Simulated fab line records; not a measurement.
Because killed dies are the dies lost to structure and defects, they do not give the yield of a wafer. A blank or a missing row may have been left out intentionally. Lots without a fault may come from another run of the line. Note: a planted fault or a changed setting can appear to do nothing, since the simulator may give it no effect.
fab line records    flow gf180mcu
record lots=5  wafers=15  lastDay=33
route steps=602 shown DNWELL@37 NWELL@42
lots untouched by any fault: they come from a run of this same line in which no faults occurred
startH: start of the lot's first displayed wafer, in hours after the record's first day    waitH: hours elapsed since this lot's preceding step    " unchanged from the row above    L1.1+2: a row that stands for several wafers    - no value present, or no start provided    * or withheld: withheld    < > ~ a bound
route shown NAME@n: a module of which the file shows steps, and the number in the route of the first    usual: mean/standard deviation taken from wafers without a fault    same: alike in all rows    chamber/n: place in a boat    sites: each site's reading    _std_site: the standard deviation of these    _edge_site: mean of outer sites minus mean of inner sites    radiusMm: how far each site lies from the wafer's centre    mask NAME#n: copy n    behind: tool/chamber where the wafer was last shaped    hold: the reason the lot was held/the length of the hold in hours/how it ended    device: whichever transistor did not switch (one of n, p or np)    end of line: the tests these same wafers got at the end of their route    a step without rows: its recipe alone    killed: dies that structure and defects cost at the first sort, which is not the same as the wafer's yield    map: a wafer's dies, x killed, . not, _ none there
set.NAME: the setting as run; set.NAME@STEP: as run at that earlier step    model.NAME: the simulator's own value behind a step, which no gauge read
lots seen at some steps along the route; tables by step, rows by wafer
services: a tool's chamber out of use, with start hour (startH, from the record's first day; less than 0 if before it), hours out, and reason
## steps
# step GF_DNWELL_PEB_05
# recipe tempC=115  timeS=withheld
lot.wafer   tool           chamber  startH  waitH
L074.1+3+4  lithoTrack-01  0        -       -
L083.3+4+5  lithoTrack-04  0        -       -
L085.2+3+5  lithoTrack-01  0        -       -
L087.1+3+5  lithoTrack-01  0        -       -
L091.2+5+6  lithoTrack-04  0        -       -
# step GF_DNWELL_DEVELOP_06
# recipe wallAngleDeg=90  developTimeS=60  devTempC=23
lot.wafer   tool           chamber  startH  waitH
L074.1+3+4  lithoTrack-01  0        -       -
L083.3+4+5  lithoTrack-04  0        -       -
L085.2+3+5  lithoTrack-01  0        -       -
L087.1+3+5  lithoTrack-01  0        -       -
L091.2+5+6  lithoTrack-04  0        -       -
# step GF_DNWELL_IMPLANT_07
# recipe species=P  energyKev=1500  doseCm2=1e+13  tiltDeg=0
# usual endStationPressureTorr=5.03e-06/2.8e-07
lot.wafer  tool          chamber  startH  waitH  endStationPressureTorr
L074.1     implanter-03  0        46.50   -      4.69e-06
L074.3     "             0        "       "      5.34e-06
L074.4     "             0        "       "      4.93e-06
L083.3     implanter-04  0        90.14   -      4.76e-06
L083.4     "             0        "       "      5.05e-06
L083.5     "             0        "       "      5.29e-06
L085.2     implanter-01  0        99.02   -      5.23e-06
L085.3     "             0        "       "      4.74e-06
L085.5     "             0        "       "      5.1e-06
L087.1     implanter-03  0        111.99  -      4.93e-06
L087.3     "             0        "       "      5.42e-06
L087.5     "             0        "       "      5.29e-06
L091.2     implanter-01  0        132.01  -      4.85e-06
L091.5     "             0        "       "      4.65e-06
L091.6     "             0        "       "      4.61e-06
# step GF_DNWELL_STRIP_08
# recipe chemistry=O2/N2  powerW=1400  pressureMtorr=1500  platenTempC=250  o2FlowSccm=3000  n2FlowSccm=300  overashFraction=0.5
# usual drypumpMotorCurrentA=5.5/0.58  heaterPowerW=346/29  oesProductAu=0.722/0.0048  stripTimeToEndpointS=37.00/0.086
lot.wafer  tool            chamber  startH  waitH  drypumpMotorCurrentA  heaterPowerW  oesProductAu  rfHoursCounterH  stripTimeToEndpointS
L074.1     plasmaAsher-01  1        46.65   0.1    5.4                   362           0.716         36               37.00
L074.3     "               1        "       "      5.4                   375           0.724         -                37.08
L074.4     "               0        "       "      5.2                   296           0.728         -                36.97
L083.3     plasmaAsher-04  0        90.27   0.1    4.9                   338           0.725         -                36.86
L083.4     "               1        "       "      5.1                   377           0.716         -                36.86
L083.5     "               0        "       "      4.9                   342           0.730         -                36.98
L085.2     plasmaAsher-02  0        99.14   0.1    6.6                   356           0.729         47               37.06
L085.3     "               1        "       "      5.7                   339           0.723         -                37.11
L085.5     "               0        "       "      6.6                   351           0.728         -                37.23
L087.1     plasmaAsher-01  0        112.14  0.1    5.1                   295           0.724         43               37.20
L087.3     "               1        "       "      5.4                   369           0.725         -                37.06
L087.5     "               0        "       "      5.1                   285           0.722         -                37.24
L091.2     plasmaAsher-04  1        132.14  0.1    5.1                   369           0.713         34               36.90
L091.5     "               0        "       "      4.9                   341           0.725         -                36.86
L091.6     "               1        "       "      5.0                   373           0.728         -                36.96
# step GF_DNWELL_TW_MEAS_09
# usual DNWELL_TW=1362/11
lot.wafer  tool          chamber  startH  waitH  DNWELL_TW
L074.1     filmMetro-02  -        46.75   0.1    1377
L074.3     "             -        "       "      1385
L074.4     "             -        "       "      1391
L083.3     filmMetro-01  -        90.36   0.1    1352
L083.4     "             -        "       "      1353
L083.5     "             -        "       "      1352
L085.2     filmMetro-01  -        99.25   0.1    1350
L085.3     "             -        "       "      1342
L085.5     "             -        "       "      1346
L087.1     filmMetro-04  -        112.24  0.1    1363
L087.3     "             -        "       "      1361
L087.5     "             -        "       "      1364
L091.2     filmMetro-01  -        132.25  0.1    1344
L091.5     "             -        "       "      1350
L091.6     "             -        "       "      1344
# step GF_NWELL_DEHYDRATE_00
# recipe tempC=200  timeS=60
lot.wafer   tool           chamber  startH  waitH
L074.1+3+4  lithoTrack-03  0        52.20   5.4
L083.3+4+5  lithoTrack-01  0        96.49   6.1
L085.2+3+5  lithoTrack-03  0        105.92  6.7
L087.1+3+5  lithoTrack-03  0        119.10  6.8
L091.2+5+6  lithoTrack-02  0        139.23  7.0
# step GF_NWELL_HMDS_01
# recipe primeTimeS=60  primeTempC=120
lot.wafer   tool           chamber  startH  waitH
L074.1+3+4  lithoTrack-03  0        52.35   0.1
L083.3+4+5  lithoTrack-01  0        96.64   0.1
L085.2+3+5  lithoTrack-03  0        106.07  0.1
L087.1+3+5  lithoTrack-03  0        119.25  0.1
L091.2+5+6  lithoTrack-02  0        139.38  0.1
# step GF_NWELL_COAT_02
# recipe spinRpm=2000  resistThkNm=3000
lot.wafer   tool           chamber  startH  waitH
L074.1+3+4  lithoTrack-03  0        52.50   0.1
L083.3+4+5  lithoTrack-01  0        96.79   0.1
L085.2+3+5  lithoTrack-03  0        106.22  0.1
L087.1+3+5  lithoTrack-03  0        119.40  0.1
L091.2+5+6  lithoTrack-02  0        139.53  0.1
# step GF_NWELL_SOFTBAKE_03
# recipe tempC=110  timeS=withheld
lot.wafer   tool           chamber  startH  waitH
L074.1+3+4  lithoTrack-03  0        52.65   0.1
L083.3+4+5  lithoTrack-01  0        96.96   0.1
L085.2+3+5  lithoTrack-03  0        106.38  0.1
L087.1+3+5  lithoTrack-03  0        119.55  0.1
L091.2+5+6  lithoTrack-02  0        139.69  0.1
# step GF_NWELL_EXPOSE_04
# recipe maskId=Nwell  targetCdNm=860  na=0.6  sourceShape=conventional  sigmaOuter=0.6  doseMj=260
lot.wafer   tool             chamber  startH  waitH  mask
L074.1+3+4  ilineStepper-02  0        -       -      Nwell#0
L083.3+4+5  ilineStepper-02  0        -       -      Nwell#0
L085.2+3+5  ilineStepper-02  0        -       -      Nwell#0
L087.1+3+5  ilineStepper-01  0        -       -      Nwell#0
L091.2+5+6  ilineStepper-01  0        -       -      Nwell#0
# step GF_NWELL_PEB_05
# recipe tempC=115  timeS=withheld
lot.wafer   tool           chamber  startH  waitH
L074.1+3+4  lithoTrack-03  0        -       -
L083.3+4+5  lithoTrack-01  0        -       -
L085.2+3+5  lithoTrack-02  0        -       -
L087.1+3+5  lithoTrack-03  0        -       -
L091.2+5+6  lithoTrack-02  0        -       -
# step GF_NWELL_DEVELOP_06
# recipe wallAngleDeg=90  developTimeS=60  devTempC=23
lot.wafer   tool           chamber  startH  waitH
L074.1+3+4  lithoTrack-03  0        -       -
L083.3+4+5  lithoTrack-01  0        -       -
L085.2+3+5  lithoTrack-02  0        -       -
L087.1+3+5  lithoTrack-03  0        -       -
L091.2+5+6  lithoTrack-02  0        -       -
# step GF_NWELL_OVL_MEAS_07
# usual NWELL_OVL=-0.4/1.3
lot.wafer  tool        chamber  startH  waitH  NWELL_OVL[nm]
L074.1     overlay-02  -        59.15   -      -0.7
L074.3     "           -        "       "      -0.2
L074.4     "           -        "       "      -0.8
L083.3     overlay-02  -        104.31  -      1.1
L083.4     "           -        "       "      0.7
L083.5     "           -        "       "      1.3
L085.2     overlay-02  -        113.61  -      -0.1
L085.3     "           -        "       "      0.4
L085.5     "           -        "       "      0.5
L087.1     overlay-02  -        126.64  -      0.8
L087.3     "           -        "       "      0.1
L087.5     "           -        "       "      0.7
L091.2     overlay-02  -        147.56  -      -3.5
L091.5     "           -        "       "      -3.0
L091.6     "           -        "       "      -1.2
# step GF_NWELL_IMPLANT_08
# recipe species=P  energyKev=450  doseCm2=1.5e+13  tiltDeg=0
# usual endStationPressureTorr=5.1e-06/3.1e-07
lot.wafer  tool          chamber  startH  waitH  endStationPressureTorr
L074.1     implanter-01  0        59.18   0.0    5.1e-06
L074.3     "             0        "       "      5.2e-06
L074.4     "             0        "       "      4.5e-06
L083.3     implanter-03  0        104.38  0.1    5e-06
L083.4     "             0        "       "      5.1e-06
L083.5     "             0        "       "      4.9e-06
L085.2     implanter-03  0        113.66  0.0    5.1e-06
L085.3     "             0        "       "      5.1e-06
L085.5     "             0        "       "      5.6e-06
L087.1     implanter-03  0        126.68  0.0    4.6e-06
L087.3     "             0        "       "      5e-06
L087.5     "             0        "       "      5e-06
L091.2     implanter-02  0        147.61  0.0    5.4e-06
L091.5     "             0        "       "      5.1e-06
L091.6     "             0        "       "      4.9e-06
# step GF_NWELL_IMPLANT_09
# recipe species=P  energyKev=160  doseCm2=4e+12  tiltDeg=0
# usual endStationPressureTorr=4.99e-06/2.7e-07
lot.wafer  tool          chamber  startH  waitH  endStationPressureTorr
L074.1     implanter-01  0        59.33   0.1    5.01e-06
L074.3     "             0        "       "      5.02e-06
L074.4     "             0        "       "      5.11e-06
L083.3     implanter-03  0        104.53  0.1    4.98e-06
L083.4     "             0        "       "      4.87e-06
L083.5     "             0        "       "      4.8e-06
L085.2     implanter-03  0        113.81  0.1    4.94e-06
L085.3     "             0        "       "      5.21e-06
L085.5     "             0        "       "      5.32e-06
L087.1     implanter-03  0        126.83  0.1    5.31e-06
L087.3     "             0        "       "      5.01e-06
L087.5     "             0        "       "      4.55e-06
L091.2     implanter-02  0        147.76  0.1    5.29e-06
L091.5     "             0        "       "      5.18e-06
L091.6     "             0        "       "      4.53e-06
## services
tool             chamber  startH  hours  kind
plasmaAsher-01   -        29.13   2.1    repair
plasmaAsher-04   -        34.29   5.5    repair
ilineStepper-01  -        36.67   1.7    pm
implanter-02     -        47.85   3.8    pm
plasmaAsher-01   -        50.25   6.9    repair
implanter-02     -        57.98   5.2    pm
ilineStepper-02  -        79.09   1.7    pm
implanter-02     -        90.17   23.6   pm
implanter-01     -        95.99   2.9    repair
plasmaAsher-02   -        108.75  9.0    pm
plasmaAsher-02   0        108.75  9.0    ventCycle
plasmaAsher-02   1        108.75  9.0    ventCycle
ilineStepper-01  -        111.03  1.2    repair
plasmaAsher-02   0        117.75  -      clean
plasmaAsher-02   1        117.75  -      clean
implanter-04     -        120.37  2.8    repair
implanter-04     -        145.47  2.8    repair
## key
fault none
